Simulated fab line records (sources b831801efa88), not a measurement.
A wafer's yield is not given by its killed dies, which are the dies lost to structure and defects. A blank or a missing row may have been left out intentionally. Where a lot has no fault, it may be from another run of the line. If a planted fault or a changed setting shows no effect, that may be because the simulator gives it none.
Which tool was responsible?    flow sky130    10 lots, 30 wafers sampled, at 6 steps of a route of 708

== WHAT EACH GAUGE READ, for each wafer ==
SKY_LI_CONTACT_RS_MEAS_22: measurement is done with a four-point probe. Usual: for LI_CONTACT_W_RS the level is 0.2851 ohm/sq and the standard deviation is 0.0028.
lot   measured      on            LI_CONTACT_W_RS (ohm/sq)  flag
L935  day 28 18:25  filmMetro-02  0.2860 0.2840 0.2838      
L937  day 29 13:59  filmMetro-01  0.2827 0.2868 0.2828      
L940  day 31 18:04  filmMetro-01  0.2874 0.2913 0.2851      
L939  day 31 22:44  filmMetro-04  0.2844 0.2864 0.2862      
L942  day 32 09:21  filmMetro-02  0.2819 0.2824 0.2834      
L943  day 32 13:14  filmMetro-04  0.2843 0.2819 0.2817      
L947  day 33 09:49  filmMetro-04  0.2822 0.2824 0.2859      
L946  day 33 12:30  filmMetro-04  0.2861 0.2831 0.2875      
L952  day 34 16:21  filmMetro-01  0.2817 0.2855 0.3387      OFF
L953  day 34 23:03  filmMetro-04  0.3364 0.2846 0.2815      OFF

SKY_LI_CONTACT_THK_MEAS_23: measures by xrf. Usual: for LI_CONTACT_W_THK the level is 403 nm and the standard deviation is 4.7.
lot   measured      on            LI_CONTACT_W_THK (nm)  flag
L935  day 28 18:32  filmMetro-02  402 406 406            
L937  day 29 14:05  filmMetro-01  404 402 404            
L940  day 31 18:11  filmMetro-01  394 393 397            
L939  day 31 22:49  filmMetro-04  403 401 404            
L942  day 32 09:28  filmMetro-02  405 405 403            
L943  day 32 13:20  filmMetro-04  405 407 408            
L947  day 33 09:56  filmMetro-04  410 407 403            
L946  day 33 12:37  filmMetro-04  405 406 400            
L952  day 34 16:28  filmMetro-01  410 402 337            OFF
L953  day 34 23:10  filmMetro-04  342 400 408            OFF

SKY_LOCAL_INTERCONNECT_RS_MEAS_01: measurement is done with a four-point probe. Usual: for LOCAL_INTERCONNECT_TIN_RS the level is 13.77 ohm/sq and the standard deviation is 0.13.
lot   measured      on            LOCAL_INTERCONNECT_TIN_RS (ohm/sq)  flag
L935  day 28 18:57  filmMetro-02  14.01 13.97 14.03                   
L937  day 29 14:31  filmMetro-01  13.86 13.74 13.86                   
L940  day 31 18:52  filmMetro-03  13.87 13.83 13.85                   
L939  day 31 23:16  filmMetro-02  13.91 13.77 13.74                   
L942  day 32 09:54  filmMetro-03  13.70 13.85 13.66                   
L943  day 32 13:46  filmMetro-02  13.70 13.93 13.78                   
L947  day 33 10:22  filmMetro-03  14.08 13.92 13.95                   
L946  day 33 13:03  filmMetro-03  13.82 13.82 13.82                   
L952  day 34 16:54  filmMetro-03  13.67 13.79 13.66                   
L953  day 34 23:36  filmMetro-03  13.57 13.62 13.51                   

== EACH LOT AND THE TOOL THAT RAN IT (in order: tool; ch and the chambers of the sampled wafers; start) ==
lot   SKY_SD_N_RTA_14                  SKY_LI_CONTACT_CVD_21         SKY_LI_CONTACT_CMP_24
L935  rtpAnneal-01 ch 0, day 27 11:31  cvdW-01 ch 0,1, day 28 18:17  cmp-01 ch 1,2,3, day 28 18:38
L937  rtpAnneal-01 ch 0, day 28 07:31  cvdW-02 ch 0,1, day 29 13:50  cmp-01 ch 0,2, day 29 14:11
L940  rtpAnneal-01 ch 0, day 30 12:46  cvdW-02 ch 1, day 31 17:56    cmp-01 ch 1,2,3, day 31 18:31
L939  rtpAnneal-01 ch 0, day 30 16:56  cvdW-01 ch 0,1, day 31 22:35  cmp-02 ch 1,2, day 31 22:51
L942  rtpAnneal-02 ch 0, day 31 03:40  cvdW-02 ch 0,1, day 32 09:14  cmp-01 ch 0,1,2, day 32 09:38
L943  rtpAnneal-01 ch 0, day 31 08:02  cvdW-02 ch 0,1, day 32 13:06  cmp-02 ch 0,1, day 32 13:22
L947  rtpAnneal-02 ch 0, day 32 04:59  cvdW-01 ch 0,1, day 33 09:41  cmp-01 ch 0,3, day 33 10:00
L946  rtpAnneal-01 ch 0, day 32 07:40  cvdW-02 ch 0,1, day 33 12:23  cmp-01 ch 1,2, day 33 12:41
L952  rtpAnneal-02 ch 0, day 33 12:00  cvdW-01 ch 0,1, day 34 16:14  cmp-01 ch 0,2,3, day 34 16:35
L953  rtpAnneal-01 ch 0, day 33 19:07  cvdW-01 ch 0,1, day 34 22:56  cmp-02 ch 0,1, day 34 23:14
- SKY_SD_N_RTA_14: time 2 s.
- SKY_LI_CONTACT_CVD_21: deposits W, target thk 400 nm, time 120.56 s.
- SKY_LI_CONTACT_CMP_24: polishes, stops on PSG, t overpolish 20 s, target thk 0 nm.

== AS READ BY THE TOOLS THEMSELVES (means over the sampled wafers that have a number; for cases with no such wafer, the mark the record gives instead) ==
SKY_SD_N_RTA_14. Usual: annealTempCMax 1079.5, standard deviation 1.3; chamberO2Ppm 1.997, standard deviation 0.023; lampPowerPct 15.73 %, standard deviation 0.057; wafer_temp_C_max 1078.1, standard deviation 1.3.
lot   tool          annealTempCMax  chamberO2Ppm  lampPowerPct (%)  wafer_temp_C_max  flag
L935  rtpAnneal-01  1079.4          2.015         15.75             1078.6            
L937  rtpAnneal-01  1080.7          2.012         15.68             1078.3            
L940  rtpAnneal-01  1080.0          1.992         15.73             1079.3            
L939  rtpAnneal-01  1080.0          2.000         15.74             1078.9            
L942  rtpAnneal-02  1078.3          1.989         15.74             1076.6            
L943  rtpAnneal-01  1081.0          1.985         15.74             1077.6            
L947  rtpAnneal-02  1078.7          1.953         15.68             1078.2            
L946  rtpAnneal-01  1079.9          1.998         15.77             1078.5            
L952  rtpAnneal-02  1078.4          1.997         15.72             1078.8            
L953  rtpAnneal-01  1080.2          1.989         15.70             1078.7            

SKY_LI_CONTACT_CVD_21. Usual: chamberPressureTorr 40.00 Torr, standard deviation 0.085; heaterPowerW 870 W, standard deviation 120; susceptorTempC 399.99 C, standard deviation 0.23.
lot   tool     chamberPressureTorr (Torr)  heaterPowerW (W)  susceptorTempC (C)  flag
L935  cvdW-01  40.04                       769               399.77              
L937  cvdW-02  40.01                       985               400.20              
L940  cvdW-02  39.99                       1040              399.80              
L939  cvdW-01  39.96                       766               399.97              
L942  cvdW-02  39.96                       910               399.87              
L943  cvdW-02  40.03                       911               400.05              
L947  cvdW-01  39.99                       758               399.90              
L946  cvdW-02  39.94                       974               400.08              
L952  cvdW-01  40.07                       792               396.83              OFF
L953  cvdW-01  39.96                       795               396.69              OFF

SKY_LI_CONTACT_CMP_24. Usual: motorCurrentA 10.2 A, standard deviation 1; platenRpm 60.00 rpm, standard deviation 0.039; retainingRingPressureFrac 1.000, standard deviation 0.0049; slurryFilterDpKPa 13.51 kPa, standard deviation 0.14; timeToEndpointS 97 s, standard deviation 3.5.
lot   tool    motorCurrentA (A)  platenRpm (rpm)  retainingRingPressureFrac  slurryFilterDpKPa (kPa)  timeToEndpointS (s)  flag
L935  cmp-01  9.2                59.98            0.996                      13.44                    100                  
L937  cmp-01  10.6               59.99            1.000                      13.62                    104                  
L940  cmp-01  9.7                59.99            1.004                      13.37                    92                   
L939  cmp-02  10.2               60.03            1.001                      13.50                    102                  
L942  cmp-01  10.3               59.99            0.995                      13.48                    95                   
L943  cmp-02  10.0               59.95            0.999                      13.42                    100                  
L947  cmp-01  10.9               60.01            1.003                      13.56                    93                   
L946  cmp-01  9.5                60.03            0.998                      13.50                    93                   
L952  cmp-01  10.4               60.01            1.004                      13.52                    92                   
L953  cmp-02  9.8                60.01            0.997                      13.49                    92                   

== THE ANSWER, worked out from the rows above alone ==
Rule: a lot is off if the mean of its wafers that have a number lies more than 3 standard deviations from the usual mean. Also off: a lot with no number at a reading for which 4 or more lots have one. All remaining lots with rows at the step are treated as sound. After the gauges, taken in route order, come the tools' own readings; for these a lot's mean is taken, as printed above. The first step at which some lot is off is used, and at that step the reading that is off furthest; a lot without a number counts as furthest.
Off: L952, L953, seen at SKY_LI_CONTACT_RS_MEAS_22 (LI_CONTACT_W_RS).
If a tool, at a process step before that reading, ran all the lots that are off and no sound lot after the first of them, it fits. Not tried: the gauges at SKY_LI_CONTACT_RS_MEAS_22; whatever is off there is also off at SKY_LI_CONTACT_CVD_21, on other tools, and gauge error can't account for it. One fits: SKY_LI_CONTACT_CVD_21 on cvdW-01. Its last sound lot is L947 (day 33 09:41), its first lot that is off L952 (day 34 16:14): a fault that began between those two fits.
The tool's own readings at SKY_LI_CONTACT_CVD_21 bear it out: on the lots that are off they differ by more than 5 times the standard deviation of the sound lots' means. susceptorTempC reads 396.76 C there against 399.95 C on the sound lots.

== WHAT THE SIMULATOR PUT IN ==
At SKY_LI_CONTACT_CVD_21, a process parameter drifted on cvdW-01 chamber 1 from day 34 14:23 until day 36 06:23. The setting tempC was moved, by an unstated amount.
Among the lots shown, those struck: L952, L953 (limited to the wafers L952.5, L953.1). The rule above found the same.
